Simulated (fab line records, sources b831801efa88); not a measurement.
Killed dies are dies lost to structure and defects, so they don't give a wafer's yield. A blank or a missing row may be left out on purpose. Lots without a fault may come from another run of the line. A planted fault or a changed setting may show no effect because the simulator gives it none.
Tool commonality check | flow sky130 | 12 lots, 36 wafers sampled

WHY IT WAS OPENED
At SKY_VT_ADJUST_HVTP_TW_MEAS_11 the reading VT_ADJUST_HVTP_TW is flagged on 2 of 12 lots. Wafers without a fault read 1369, standard deviation 7.
Rule: a lot is flagged when every wafer of it that has a number lies more than 4 standard deviations from that mean, or none has a number. The other lots count as sound.

lot  | measured     | on            | VT_ADJUST_HVTP_TW, wafer by wafer | flag
L252 | day 6 01:23  | film_metro-01 | 1365 1368 1364                    |
L253 | day 6 09:26  | film_metro-03 | 1365 1364 1360                    |
L254 | day 6 17:46  | film_metro-01 | 1363 1362 1369                    |
L256 | day 7 01:19  | film_metro-01 | 1376 1378 1378                    |
L258 | day 7 14:49  | film_metro-04 | 1369 1374 1364                    |
L260 | day 8 08:53  | film_metro-01 | 892 898 898                       | FLAGGED
L261 | day 8 14:41  | film_metro-01 | 1374 1376 1372                    |
L264 | day 9 08:56  | film_metro-04 | 888 887 891                       | FLAGGED
L270 | day 10 20:11 | film_metro-04 | 1379 1372 1369                    |
L271 | day 11 04:35 | film_metro-04 | 1364 1363 1367                    |
L274 | day 12 13:35 | film_metro-04 | 1364 1371 1371                    |
L275 | day 12 13:47 | film_metro-01 | 1373 1369 1368                    |
The numbers of the flagged lots are 892 on average: -477 against the usual, or -68 standard deviations.

WHICH TOOL RAN EACH LOT
The record holds 2 process steps before the reading, out of a route of 708 steps. In each cell: the tool, then ch and the chambers that the sampled wafers went through, then the start.
lot  | flag    | SKY_PWDE_STRIP_09                   | SKY_VT_ADJUST_HVTP_IMPLANT_09
L252 |         | plasma_asher-04 ch 0,1, day 3 18:52 | implanter-03 ch 0, day 6 01:08
L253 |         | plasma_asher-04 ch 0,1, day 4 02:39 | implanter-03 ch 0, day 6 09:12
L254 |         | plasma_asher-03 ch 0,1, day 4 08:54 | implanter-01 ch 0, day 6 17:32
L256 |         | plasma_asher-04 ch 0,1, day 4 17:10 | implanter-03 ch 0, day 7 01:04
L258 |         | plasma_asher-02 ch 1, day 5 04:16   | implanter-04 ch 0, day 7 14:34
L260 | FLAGGED | plasma_asher-02 ch 0, day 5 18:25   | implanter-03 ch 0, day 8 08:38
L261 |         | plasma_asher-02 ch 0,1, day 6 03:04 | implanter-04 ch 0, day 8 14:26
L264 | FLAGGED | plasma_asher-03 ch 0, day 6 19:51   | implanter-03 ch 0, day 9 08:41
L270 |         | plasma_asher-02 ch 0, day 8 02:24   | implanter-01 ch 0, day 10 19:56
L271 |         | plasma_asher-04 ch 0,1, day 8 08:37 | implanter-01 ch 0, day 11 04:20
L274 |         | plasma_asher-03 ch 0,1, day 9 13:22 | implanter-04 ch 0, day 12 13:20
L275 |         | plasma_asher-02 ch 0,1, day 9 13:44 | implanter-03 ch 0, day 12 13:34
What these steps do:
- SKY_PWDE_STRIP_09: strips in O2/N2.
- SKY_VT_ADJUST_HVTP_IMPLANT_09
- SKY_VT_ADJUST_HVTP_TW_MEAS_11

FLAGGED OVER TOTAL, TOOL BY TOOL (the gauges that took the reading come last)
step                          | tool            | lots run | flagged | share of the flagged lots | sound lots run after its first flagged lot
SKY_PWDE_STRIP_09             | plasma_asher-02 | 5        | 1       | some                      | 3 (L261,L270,L275)
SKY_PWDE_STRIP_09             | plasma_asher-03 | 3        | 1       | some                      | 1 (L274)
SKY_PWDE_STRIP_09             | plasma_asher-04 | 4        | 0       | none                      | -
SKY_VT_ADJUST_HVTP_IMPLANT_09 | implanter-01    | 3        | 0       | none                      | -
SKY_VT_ADJUST_HVTP_IMPLANT_09 | implanter-03    | 6        | 2       | all                       | 1 (L275)
SKY_VT_ADJUST_HVTP_IMPLANT_09 | implanter-04    | 3        | 0       | none                      | -
SKY_VT_ADJUST_HVTP_TW_MEAS_11 | film_metro-01   | 6        | 1       | some                      | 2 (L261,L275)
SKY_VT_ADJUST_HVTP_TW_MEAS_11 | film_metro-03   | 1        | 0       | none                      | -
SKY_VT_ADJUST_HVTP_TW_MEAS_11 | film_metro-04   | 5        | 1       | some                      | 3 (L270,L271,L274)

WHAT THE TABLE ALLOWS
1 row of the table ran every flagged lot: implanter-03 at SKY_VT_ADJUST_HVTP_IMPLANT_09.
- implanter-03 at SKY_VT_ADJUST_HVTP_IMPLANT_09: 2 of its 6 lots flagged. Sound lots ran on it after the first flagged one (L275), which a lasting fault on the whole tool wouldn't allow. Its own readings lie more than 4 standard deviations out on every wafer of the flagged lots: dose_ions_cm2, faraday_current_uA.
No row of the table ran every flagged lot and no sound lot after the first.

WHAT THE SIMULATOR HAD PUT IN
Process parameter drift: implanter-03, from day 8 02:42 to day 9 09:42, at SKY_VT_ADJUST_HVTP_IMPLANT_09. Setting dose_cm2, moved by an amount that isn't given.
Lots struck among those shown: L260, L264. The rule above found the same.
